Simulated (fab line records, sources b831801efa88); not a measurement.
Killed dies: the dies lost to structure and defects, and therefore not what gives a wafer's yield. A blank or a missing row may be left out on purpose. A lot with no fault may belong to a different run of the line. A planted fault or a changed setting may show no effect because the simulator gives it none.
Struck lot and sound lot, side by side :: flow sky130 :: 14 out of 708 route steps
Sound: these wafers, L944.3, L944.5, L944.6. Wafers struck: L959.2, L959.4, L959.6. The cause is named last.
Each step with rows lists, per side, the tool, then ch with its chambers, then its first start. Under that, the readings that differ: sound wafers :: struck wafers :: difference of the means :: sigmas: that difference in standard deviations of wafers without a fault.
alike: readings with means less than 2 such deviations apart, plus words and numbers identical on both sides. not compared: withheld readings, readings lacking a value on some wafer, bounds such as >300 that could conceal the same value, and numbers that have no deviation in the record and whose values overlap.
Wherever a step has rows on one side only, a row that says differs or no value, or a row with sigmas, the two part there. When numbers do not overlap yet have no deviation, they are printed without sigmas and do not part them. A reading missing from all wafers of one side parts the sides only when that side holds two or more wafers.

SKY_NWELL_RS_MEAS_29: uses a four-point probe to measure.
  sound on filmMetro-01 at day 6 00:23; struck on filmMetro-02 at day 9 20:08
  alike: NWELL_RS
SKY_NWELL_RS_MEAS_31: uses a four-point probe to measure.
  sound on filmMetro-01 at day 6 00:37; struck on filmMetro-02 at day 9 20:23
  alike: PWDE_RS
then, 7 steps without rows for these wafers: SKY_VT_ADJUST_HVTP_DEHYDRATE_00 (time 60 s); SKY_VT_ADJUST_HVTP_HMDS_01 (prime time 60 s); SKY_VT_ADJUST_HVTP_COAT_02 (resist thk 1140 nm); SKY_VT_ADJUST_HVTP_SOFTBAKE_03 (time 60 s); SKY_VT_ADJUST_HVTP_EXPOSE_04 (exposes mask HVTPM, target cd 380 nm); SKY_VT_ADJUST_HVTP_PEB_05; SKY_VT_ADJUST_HVTP_DEVELOP_06 (develop time 60 s).
SKY_VT_ADJUST_HVTP_CD_MEAS_07 targets a cd of 380 nm.
  sound on cdSem-01 at day 6 20:02; struck on cdSem-02 at day 10 18:32
  alike: cdNm
SKY_VT_ADJUST_HVTP_OVL_MEAS_08:
  sound on overlay-02 at day 6 20:08; struck on overlay-02 at day 10 18:39
  alike: VT_ADJUST_HVTP_OVL
SKY_VT_ADJUST_HVTP_IMPLANT_09:
  sound on implanter-01 ch 0, day 6 20:13; struck on implanter-01 ch 0, day 10 18:42
reading: beamEnergyKeV
sound: 150.03 149.93 149.98
struck: 159.98 159.96 159.94
difference: +9.98
sigmas: +99 or more

reading: model.implant.rpNm (nm)
sound: 82.71 82.71 82.71
struck: 90.64 90.64 90.64
difference: +7.93
sigmas: 

reading: model.implant.drpNm (nm)
sound: 33.4 33.4 33.4
struck: 35.25 35.25 35.25
difference: +1.85
sigmas: 
SKY_VT_ADJUST_HVTP_STRIP_10: strips in O2/N2.
  sound on plasmaAsher-01 ch 0,1, day 6 20:20; struck on plasmaAsher-01 ch 1, day 10 18:50
  alike: drypumpMotorCurrentA, oesProductAu, stripTimeToEndpointS
  not compared: rfHoursCounterH
-- the record jumps here: 40 days lie between the struck wafers' starts before and after (it left off in module VT_ADJUST_HVTP and takes up again in module PAD_OPEN, whose first step shown is number 708 of the route) --
SKY_PAD_OPEN_PROBE_99:
  sound on prober-01 at day 46 20:08; struck on prober-02 at day 50 08:17
reading: killed_at_M0_to_M3
sound: 37 39 38
struck: 53 60 58
difference: +19
sigmas: +3

reading: model.etest.tipP.rsOhmSq
sound: 6883 6877 6905
struck: 6601 6576 6651
difference: -279
sigmas: 

reading: model.etest.pfet_01v8.rOnOhmUm
sound: 2907 2944 2907
struck: 2766 2841 2736
difference: -138
sigmas: 

reading: model.etest.pfet_01v8.driveUaUm
sound: 191.8 185.8 191.4
struck: 205.6 198.7 208.1
difference: +14.5
sigmas: 

reading: model.etest.pfet_01v8_mvt.driveUaUm
sound: 150.5 147.6 149.9
struck: 162.4 158.3 163.2
difference: +12.0
sigmas: 

reading: model.etest.pfet_01v8_hvt.driveUaUm
sound: 141.5 139.4 141.7
struck: 153.1 148.3 155.4
difference: +11.4
sigmas: 

reading: model.etest.pfet_01v8_mvt.offLog10AUm
sound: -10.67 -10.97 -10.77
struck: -9.529 -9.431 -9.413
difference: +1.346
sigmas: 

reading: model.etest.pfet_01v8.offLog10AUm
sound: -9.731 -10.13 -9.591
struck: -8.606 -8.927 -8.579
difference: +1.113
sigmas: 

reading: model.etest.sramPfetLatch.offLog10AUm
sound: -13 -12.93 -12.83
struck: -12.17 -12.24 -11.86
difference: +0.83
sigmas: 
  alike: killed_at_M4_up, killedAtContacts, killedAtFrontEnd, killedAtOther, killedDies, killedOpen, killedShort

== WHERE THEY PART ==
First at SKY_VT_ADJUST_HVTP_IMPLANT_09; last, within this record, at SKY_PAD_OPEN_PROBE_99.

WHY: whatever the simulator had introduced
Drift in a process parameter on implanter-01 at SKY_VT_ADJUST_HVTP_IMPLANT_09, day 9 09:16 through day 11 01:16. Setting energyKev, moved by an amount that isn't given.
